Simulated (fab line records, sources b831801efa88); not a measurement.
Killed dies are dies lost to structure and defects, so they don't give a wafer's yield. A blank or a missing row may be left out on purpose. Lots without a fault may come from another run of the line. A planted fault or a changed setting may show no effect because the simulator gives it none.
Which tool did it? | flow gf180mcu | 11 lots, 33 wafers sampled, at 6 steps of a route of 602

WHAT THE GAUGES READ, wafer by wafer
GF_M4_RS_MEAS_05: measures by four-point-probe.
lot  | measured     | on            | M4_ALCU_RS (ohm/sq)
L184 | day 22 10:05 | film_metro-03 | 0.0682 0.0685 0.0685
L185 | day 22 18:52 | film_metro-04 | 0.0703 0.0710 0.0707
L186 | day 23 15:19 | film_metro-03 | 0.0690 0.0691 0.0694
L188 | day 23 20:44 | film_metro-04 | 0.0705 0.0700 0.0698
L190 | day 24 16:33 | film_metro-01 | 0.0691 0.0691 0.0696
L195 | day 26 04:46 | film_metro-03 | 0.0693 0.0694 0.0702
L196 | day 26 15:48 | film_metro-01 | 0.0468 0.0688 0.0693 0.0468 0.0688 0.0694
L203 | day 28 19:05 | film_metro-01 | 0.0694 0.0693 0.0689
L205 | day 29 03:44 | film_metro-03 | 0.0696 0.0694 0.0702
L206 | day 29 11:11 | film_metro-01 | 0.0687 0.0691 0.0685
L207 | day 29 13:58 | film_metro-03 | 0.0700 0.0701 0.0699

GF_M4_THK_MEAS_06: measures by xrf.
lot  | measured     | on            | M4_ALCU_THK (nm)
L184 | day 22 10:11 | film_metro-03 | 464 460 460
L185 | day 22 18:57 | film_metro-04 | 444 440 440
L186 | day 23 15:25 | film_metro-03 | 457 457 456
L188 | day 23 20:52 | film_metro-04 | 444 447 446
L190 | day 24 16:40 | film_metro-01 | 446 448 446
L195 | day 26 04:53 | film_metro-03 | 459 455 451
L196 | day 27 00:58 | film_metro-01 | 656 445 439 650 446 442
L203 | day 28 19:11 | film_metro-01 | 443 445 447
L205 | day 29 03:51 | film_metro-03 | 455 458 448
L206 | day 29 11:19 | film_metro-01 | 448 448 454
L207 | day 29 14:05 | film_metro-03 | 452 450 454

WHICH TOOL RAN EACH LOT (tool, then ch and the chambers of the sampled wafers, then the start)
lot  | GF_HV_LDD_STRIP_49                   | GF_V1_CMP_26                  | GF_V2_ETCH_16                      | GF_M4_SPUTTER_02
L184 | plasma_asher-04 ch 0,1, day 12 09:05 | cmp-01 ch 0,2, day 18 03:22   | rie_diel-03 ch 0,2, day 20 06:02   | pvd_sputter-02, day 22 09:57
L185 | plasma_asher-04 ch 0,1, day 12 15:28 | cmp-02 ch 2,3, day 18 12:04   | rie_diel-01 ch 0,1, day 20 15:29   | pvd_sputter-03, day 22 18:43
L186 | plasma_asher-01 ch 0,1, day 13 08:23 | cmp-01 ch 0,1,2, day 19 09:37 | rie_diel-01 ch 1,2,3, day 21 12:02 | pvd_sputter-01, day 23 15:12
L188 | plasma_asher-01 ch 0,1, day 13 16:30 | cmp-02 ch 0,1,2, day 19 16:58 | rie_diel-03 ch 0,2,3, day 21 18:08 | pvd_sputter-01, day 23 20:39
L190 | plasma_asher-02 ch 0,1, day 14 09:51 | cmp-02 ch 0,1,3, day 20 13:47 | rie_diel-04 ch 0,2, day 22 15:46   | pvd_sputter-01, day 24 16:28
L195 | plasma_asher-02 ch 0,1, day 15 23:05 | cmp-02 ch 0,1,3, day 22 05:50 | rie_diel-04 ch 0,3, day 24 04:53   | pvd_sputter-01, day 26 04:40
L196 | plasma_asher-02 ch 0,1, day 16 08:29 | cmp-02 ch 0,1,2, day 22 17:16 | rie_diel-01 ch 1,2, day 24 15:56   | pvd_sputter-01, day 26 15:41
L203 | plasma_asher-04 ch 0,1, day 18 21:13 | cmp-01 ch 1,2,3, day 25 02:22 | rie_diel-04 ch 0,1,3, day 26 22:35 | pvd_sputter-03, day 28 18:58
L205 | plasma_asher-01 ch 0,1, day 19 06:29 | cmp-01 ch 0,1, day 25 12:12   | rie_diel-03 ch 1,3, day 27 07:26   | pvd_sputter-02, day 29 03:38
L206 | plasma_asher-02 ch 0,1, day 19 17:20 | cmp-01 ch 1,2,3, day 25 21:14 | rie_diel-04 ch 0,1,2, day 27 16:20 | pvd_sputter-02, day 29 11:06
L207 | plasma_asher-04 ch 0,1, day 19 22:05 | cmp-01 ch 1,2,3, day 25 23:34 | rie_diel-04 ch 0,1,3, day 27 17:32 | pvd_sputter-02, day 29 13:52
- GF_HV_LDD_STRIP_49: strips in O2/N2.
- GF_V1_CMP_26: polishes, stops on SiO2, t overpolish 15 s, target thk 0 nm.
- GF_V2_ETCH_16: etches BARC in N2/H2.
- GF_M4_SPUTTER_02: material AlCu, target thk 450 nm, time 23.9 s.

WHAT THE TOOLS THEMSELVES READ (means of the sampled wafers that have a number; where no wafer has one, the mark that the record gives instead)
GF_HV_LDD_STRIP_49.
lot  | tool            | drypump_motor_current_A (A) | heater_power_w (W) | oes_product_au (a.u.) | strip_time_to_endpoint_s (s)
L184 | plasma_asher-04 | 5.6                         | 346                | 0.714                 | 12.62
L185 | plasma_asher-04 | 5.5                         | 360                | 0.709                 | 12.62
L186 | plasma_asher-01 | 5.8                         | 426                | 0.712                 | 12.64
L188 | plasma_asher-01 | 6.0                         | 386                | 0.713                 | 12.63
L190 | plasma_asher-02 | 5.5                         | 315                | 0.712                 | 12.59
L195 | plasma_asher-02 | 5.8                         | 308                | 0.721                 | 12.62
L196 | plasma_asher-02 | 5.8                         | 315                | 0.718                 | 12.60
L203 | plasma_asher-04 | 5.6                         | 337                | 0.717                 | 12.63
L205 | plasma_asher-01 | 5.8                         | 425                | 0.714                 | 12.69
L206 | plasma_asher-02 | 5.6                         | 322                | 0.715                 | 12.65
L207 | plasma_asher-04 | 5.5                         | 360                | 0.718                 | 12.66

GF_V1_CMP_26.
lot  | tool   | motor_current_A (A) | overpolish_run_s (s) | time_to_endpoint_s (s)
L184 | cmp-01 | 12.5                | 14.997               | 82
L185 | cmp-02 | 11.4                | 15.002               | 80
L186 | cmp-01 | 11.6                | 15.004               | 83
L188 | cmp-02 | 11.5                | 14.995               | 85
L190 | cmp-02 | 11.6                | 15.002               | 88
L195 | cmp-02 | 12.0                | 14.991               | 84
L196 | cmp-02 | 11.3                | 14.998               | 88
L203 | cmp-01 | 10.4                | 14.999               | 84
L205 | cmp-01 | 12.1                | 15.006               | 83
L206 | cmp-01 | 10.5                | 14.999               | 80
L207 | cmp-01 | 10.4                | 14.994               | 88

GF_V2_ETCH_16.
lot  | tool        | drypump_motor_current_A (A) | oes_product_au (a.u.) | rf_fwd_power_W (W) | throttle_valve_pct (%)
L184 | rie_diel-03 | 6.1                         | 0.857                 | 495.8              | 13.225
L185 | rie_diel-01 | 5.7                         | 0.854                 | 496.7              | 13.230
L186 | rie_diel-01 | 6.0                         | 0.859                 | 496.3              | 13.229
L188 | rie_diel-03 | 6.1                         | 0.855                 | 495.9              | 13.230
L190 | rie_diel-04 | 5.4                         | 0.852                 | 493.9              | 13.219
L195 | rie_diel-04 | 5.5                         | 0.856                 | 495.0              | 13.226
L196 | rie_diel-01 | 5.8                         | 0.851                 | 496.5              | 13.236
L203 | rie_diel-04 | 5.4                         | 0.856                 | 495.0              | 13.222
L205 | rie_diel-03 | 6.1                         | 0.856                 | 495.5              | 13.221
L206 | rie_diel-04 | 5.5                         | 0.856                 | 494.6              | 13.216
L207 | rie_diel-04 | 5.4                         | 0.853                 | 495.1              | 13.227

GF_M4_SPUTTER_02.
lot  | tool           | throttle_valve_pct (%)
L184 | pvd_sputter-02 | 29.5
L185 | pvd_sputter-03 | 30.7
L186 | pvd_sputter-01 | 30.0
L188 | pvd_sputter-01 | 30.2
L190 | pvd_sputter-01 | 30.6
L195 | pvd_sputter-01 | 30.8
L196 | pvd_sputter-01 | 30.6
L203 | pvd_sputter-03 | 30.7
L205 | pvd_sputter-02 | 30.0
L206 | pvd_sputter-02 | 30.1
L207 | pvd_sputter-02 | 29.4

THE ANSWER, worked out from the rows above alone
Rule: what is usual is taken from the lots themselves. Put in order of their means at a reading, lots are off if they are a third of the lots or fewer, leave a main group of 4 or more, and stand apart from it by a gap of 3 or more times the standard deviation of the main group's means; of several such gaps the widest counts. A main group whose means are all the same, to the digits that the tables above print for the reading, isn't used. A lot without any number at a reading at which 4 lots or more have one is off too. The other lots that the step has rows for count as sound. The gauges are gone through in route order, then the tools' own readings, and for those a lot's mean is taken as printed above. The first step at which some lot is off is used, and at that step the reading that is off furthest; a lot without a number counts as furthest.
Off: L196, at GF_M4_RS_MEAS_05 (M4_ALCU_RS). The main group: mean 0.0695 ohm/sq, standard deviation 0.00064.
A tool fits if, at a process step before that reading, it ran every lot that is off, and no sound lot after the first of them. The gauges at GF_M4_RS_MEAS_05 are tried like those tools. Can't be told from this: 3 tools fit, cmp-02 at GF_V1_CMP_26, rie_diel-01 at GF_V2_ETCH_16, pvd_sputter-01 at GF_M4_SPUTTER_02.

WHAT THE SIMULATOR HAD PUT IN
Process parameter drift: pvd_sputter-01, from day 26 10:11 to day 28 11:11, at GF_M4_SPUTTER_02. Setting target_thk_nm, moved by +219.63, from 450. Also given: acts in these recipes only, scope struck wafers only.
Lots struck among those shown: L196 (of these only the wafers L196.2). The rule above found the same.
